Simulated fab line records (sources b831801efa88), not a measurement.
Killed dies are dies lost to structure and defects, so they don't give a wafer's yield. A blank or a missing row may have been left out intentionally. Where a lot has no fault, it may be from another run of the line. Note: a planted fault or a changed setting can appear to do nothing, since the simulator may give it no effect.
fab line records    flow sky130    part 2 of 2: steps 33 to 43 of 43
[record] lots = 5  wafers = 15  last_day = 50
route steps=708 shown CAP2M@617 METAL4@621 VIA4@639
lots untouched by any fault: they come from a run of this same line in which no faults occurred
start_h: start of the lot's first displayed wafer, in hours after the record's first day    wait_h: hours from the lot's prior step to this one    " the same as in the row above    L1.1+2: a row that stands for several wafers    - value missing, or start not given    * or withheld: withheld    < > ~ a bound
route shown NAME@n: a module of which the file shows steps, and the number in the route of the first    usual: mean/standard deviation of fault-free wafers    same: alike in all rows    chamber/n: place in a boat    sites: the reading at each site    _std_site: their standard deviation    _edge_site: inner sites' mean taken away from outer sites' mean    radius_mm: how far each site lies from the wafer's centre    mask NAME#n: copy n    behind: the last tool/chamber to shape the wafer    hold: the reason the lot was held/the length of the hold in hours/how it ended    device: the n, p or np transistor that did not switch    end of line: at the end of the route, the tests of the same wafers    for a step that has no rows: nothing shown but its recipe    killed: the dies lost at the first sort to structure and to defects; this is not the yield of the wafer    map: a wafer's dies, marking killed ones x, the rest . and places with no die _
set.NAME: the setting that was run; set.NAME@STEP: the one run at that earlier step    model.NAME: the simulator's own value behind a step, which no gauge read
lots at selected steps of the route; one table per step, one row per wafer
services: a tool's chamber out of use, with start hour (start_h, from the record's first day; less than 0 if before it), hours out, and reason
[[steps]]
[step SKY_VIA4_DEVELOP_10]
[recipe] resist = NOVOLAK  developer = TMAH  develop_time_s = 60  dev_temp_c = 23
lot.wafer   tool            chamber  start_h  wait_h
L079.2+3+5  litho_track-04  0        1042.94  0.1
L080.2+4+6  litho_track-02  0        1050.16  0.1
L082.4+5+6  litho_track-04  0        1061.39  0.1
L092.2+3+4  litho_track-02  0        1117.66  0.1
L095.3+4+5  litho_track-04  0        1136.41  0.1
[step SKY_VIA4_OVL_MEAS_11]
[usual] VIA4_OVL = -0.1/1.2
lot.wafer  tool        chamber  start_h  wait_h  VIA4_OVL[nm]
L079.2     overlay-01  -        1043.07  0.1     -0.9
L079.3     "           -        "        "       -1.1
L079.5     "           -        "        "       -2.0
L080.2     overlay-01  -        1050.29  0.1     2.0
L080.4     "           -        "        "       0.4
L080.6     "           -        "        "       -0.3
L082.4     overlay-02  -        1061.48  0.1     -0.6
L082.5     "           -        "        "       0.1
L082.6     "           -        "        "       -0.9
L092.2     overlay-02  -        1117.79  0.1     -1.3
L092.3     "           -        "        "       0.3
L092.4     "           -        "        "       0.9
L095.3     overlay-02  -        1136.53  0.1     -1.4
L095.4     "           -        "        "       -1.3
L095.5     "           -        "        "       -0.4
[step SKY_VIA4_ETCH_12]
[recipe] target = SiO2  chemistry = C4F8/O2/Ar  stop_on = TiN  mask_material = NOVOLAK  source_w = 1500  bias_w = 1200  pressure_mtorr = 40  c4f8_flow_sccm = withheld  O2_flow_sccm = 6  Ar_flow_sccm = 300  time_s = withheld  target_depth_a = 5800
[usual] oes_product_au = 0.926/0.0049
lot.wafer  tool         chamber  start_h  wait_h  oes_product_au
L079.2     rie_diel-02  2        1043.10  0.0     0.916
L079.3     "            1        "        "       0.924
L079.5     "            0        "        "       0.923
L080.2     rie_diel-02  0        1050.32  0.0     0.929
L080.4     "            3        "        "       0.931
L080.6     "            1        "        "       0.927
L082.4     rie_diel-02  1        1061.50  0.0     0.929
L082.5     "            0        "        "       0.929
L082.6     "            1        "        "       0.922
L092.2     rie_diel-04  0        1117.82  0.0     0.920
L092.3     "            3        "        "       0.918
L092.4     "            1        "        "       0.922
L095.3     rie_diel-03  2        1136.55  0.0     0.932
L095.4     "            1        "        "       0.930
L095.5     "            0        "        "       0.928
[step SKY_VIA4_STRIP_13]
[recipe] chemistry = O2/N2  power_w = 1400  pressure_mtorr = 1500  platen_temp_c = withheld  o2_flow_sccm = 3000  n2_flow_sccm = 300  overash_fraction = 0.5
[usual] drypump_motor_current_A = 6.1/0.78  o2_flow_sccm = 2999/9.9  oes_product_au = 0.709/0.0048  strip_time_to_endpoint_s = 12.808/0.026
lot.wafer  tool             chamber  start_h  wait_h  drypump_motor_current_A  o2_flow_sccm  oes_product_au  rf_hours_counter_h  strip_time_to_endpoint_s
L079.2     plasma_asher-03  1        1043.17  -       6.7                      3012          0.714           33                  12.818
L079.3     "                0        "        "       6.5                      2994          0.716           -                   12.878
L079.5     "                1        "        "       6.7                      3015          0.711           -                   12.772
L080.2     plasma_asher-03  0        1050.39  -       6.5                      2993          0.710           34                  12.797
L080.4     "                0        "        "       6.5                      2980          0.708           -                   12.842
L080.6     "                0        "        "       6.5                      2992          0.702           -                   12.835
L082.4     plasma_asher-04  1        1061.60  -       4.7                      2989          0.716           -                   12.797
L082.5     "                0        "        "       6.4                      3008          0.706           -                   12.804
L082.6     "                1        "        "       4.7                      2997          0.711           -                   12.797
L092.2     plasma_asher-03  0        1117.89  -       6.5                      3021          0.716           41                  12.816
L092.3     "                1        "        "       6.7                      3001          0.715           -                   12.858
L092.4     "                0        "        "       6.5                      3001          0.716           -                   12.818
L095.3     plasma_asher-03  0        1136.66  -       6.5                      3012          0.708           -                   12.780
L095.4     "                1        "        "       6.7                      3017          0.708           -                   12.820
L095.5     "                1        "        "       6.7                      3018          0.705           -                   12.769
[step SKY_VIA4_STRIP_14]
[recipe] chemistry = post_etch_residue_remover  time_s = 1200  temp_c = 72.5
lot.wafer   tool          chamber  start_h  wait_h
L079.2+3+5  wet_bench-04  2        1043.27  0.1
L080.2+4+6  wet_bench-04  2        1050.49  0.1
L082.4+5+6  wet_bench-01  0        1061.67  0.0
L092.2+3+4  wet_bench-01  2        1117.99  0.1
L095.3+4+5  wet_bench-01  2        1136.72  0.0
[step SKY_VIA4_CLEAN_15]
[recipe] chemistry = IPA  time_s = 180  temp_c = 25
lot.wafer   tool          chamber  start_h  wait_h
L079.2+3+5  wet_bench-04  2        1043.95  0.0
L080.2+4+6  wet_bench-04  3        1051.18  0.0
L082.4+5+6  wet_bench-02  1        1062.01  0.0
L092.2+3+4  wet_bench-01  3        1118.33  0.0
L095.3+4+5  wet_bench-02  3        1137.10  0.0
[step SKY_VIA4_CLEAN_16]
[recipe] chemistry = O3/DIW  dry = n2_spin
lot.wafer   tool          chamber  start_h  wait_h
L079.2+3+5  wet_bench-01  0        1044.07  0.0
L080.2+4+6  wet_bench-04  3        1051.29  0.0
L082.4+5+6  wet_bench-01  2        1062.07  0.0
L092.2+3+4  wet_bench-04  3        1118.39  0.0
L095.3+4+5  wet_bench-01  0        1137.15  0.0
[step SKY_VIA4_SPUTTER_17]
[recipe] material = TiN  target_thk_nm = 20  chamber_pressure_pa = 5  power_w = 4000  time_s = 80
[usual] throttle_valve_pct = 29.3/0.98
lot.wafer  tool            chamber  start_h  wait_h  throttle_valve_pct
L079.2     pvd_sputter-02  -        1044.16  0.0     27.4
L079.3     "               -        "        "       29.8
L079.5     "               -        "        "       30.0
L080.2     pvd_sputter-04  -        1051.48  0.0     27.3
L080.4     "               -        "        "       28.8
L080.6     "               -        "        "       30.3
L082.4     pvd_sputter-01  -        1062.16  0.0     29.8
L082.5     "               -        "        "       29.5
L082.6     "               -        "        "       28.8
L092.2     pvd_sputter-02  -        1118.48  0.0     27.7
L092.3     "               -        "        "       29.5
L092.4     "               -        "        "       31.1
L095.3     pvd_sputter-01  -        1137.25  0.0     28.7
L095.4     "               -        "        "       30.0
L095.5     "               -        "        "       28.8
[step SKY_VIA4_CVD_18]
[recipe] material = W  target_thk_nm = 505  time_s = 152.14  temp_c = 400  pressure_torr = 40
[usual] heater_power_outer_w = 518/55  heater_power_w = 843/58
lot.wafer  tool      chamber  start_h  wait_h  heater_power_outer_w  heater_power_w
L079.2     cvd_w-02  0        1044.22  0.0     542                   894
L079.3     "         1        "        "       582                   900
L079.5     "         1        "        "       568                   886
L080.2     cvd_w-01  0        1051.54  0.0     429                   753
L080.4     "         0        "        "       426                   769
L080.6     "         1        "        "       531                   828
L082.4     cvd_w-02  1        1062.27  0.1     582                   905
L082.5     "         0        "        "       549                   901
L082.6     "         1        "        "       576                   874
L092.2     cvd_w-01  1        1118.55  0.0     523                   811
L092.3     "         0        "        "       440                   758
L092.4     "         1        "        "       521                   802
L095.3     cvd_w-02  0        1137.36  0.1     553                   893
L095.4     "         1        "        "       576                   899
L095.5     "         0        "        "       533                   889
[step SKY_VIA4_RS_MEAS_19]
[recipe] thk_meas_gauge = four-point-probe  reads = W_of_VIA4_CVD_18+TiN_of_VIA4_SPUTTER_17
[usual] VIA4_W_RS = 0.225/0.0052
lot.wafer  tool           chamber  start_h  wait_h  VIA4_W_RS[ohm/sq]
L079.2     film_metro-02  -        1044.40  0.1     0.216
L079.3     "              -        "        "       0.229
L079.5     "              -        "        "       0.231
L080.2     film_metro-02  -        1051.71  0.1     0.225
L080.4     "              -        "        "       0.225
L080.6     "              -        "        "       0.224
L082.4     film_metro-02  -        1062.44  0.1     0.227
L082.5     "              -        "        "       0.217
L082.6     "              -        "        "       0.230
L092.2     film_metro-02  -        1118.72  0.1     0.230
L092.3     "              -        "        "       0.228
L092.4     "              -        "        "       0.228
L095.3     film_metro-01  -        1137.50  0.1     0.218
L095.4     "              -        "        "       0.230
L095.5     "              -        "        "       0.216
[step SKY_VIA4_THK_MEAS_20]
[recipe] thk_meas_gauge = xrf  reads = W_of_VIA4_CVD_18
[usual] VIA4_W_THK = 491/12
lot.wafer  tool           chamber  start_h  wait_h  VIA4_W_THK[nm]
L079.2     film_metro-02  -        1044.51  0.1     511
L079.3     "              -        "        "       480
L079.5     "              -        "        "       480
L080.2     film_metro-02  -        1051.82  0.1     492
L080.4     "              -        "        "       491
L080.6     "              -        "        "       493
L082.4     film_metro-02  -        1062.53  0.1     483
L082.5     "              -        "        "       505
L082.6     "              -        "        "       476
L092.2     film_metro-02  -        1118.83  0.1     478
L092.3     "              -        "        "       479
L092.4     "              -        "        "       479
L095.3     film_metro-01  -        1137.60  0.1     511
L095.4     "              -        "        "       483
L095.5     "              -        "        "       514
[[services]]
tool              chamber  start_h  hours  kind
krf_scanner-02    -        974.78   1.3    pm
cmp-02            -        989.11   1.9    repair
iline_stepper-01  -        996.32   4.4    pm
krf_scanner-01    -        1006.20  4.0    pm
hdpcvd-02         -        1008.16  0.5    repair
cmp-01            -        1010.52  3.5    repair
rie_diel-04       3        1011.04  9.5    repair
rie_diel-02       -        1027.90  0.2    repair
rie_diel-02       3        1028.47  8.3    repair
wet_bench-04      -        1035.00  1.1    repair
krf_scanner-01    -        1043.87  1.3    pm
krf_scanner-01    -        1045.53  1.0    pm
cmp-01            -        1050.00  1.0    repair
wet_bench-04      -        1054.89  1.9    pm
rie_diel-04       -        1055.73  0.3    repair
rie_metal-01      0        1064.66  3.6    repair
cmp-01            -        1085.77  4.0    pm
plasma_asher-03   -        1088.90  2.8    pm
hdpcvd-02         -        1099.42  1.7    repair
cmp-01            -        1104.03  7.7    pm
krf_scanner-01    -        1107.41  0.8    pm
iline_stepper-01  -        1114.88  1.7    pm
rie_diel-04       -        1130.68  1.6    repair
cmp-01            -        1132.41  1.1    repair
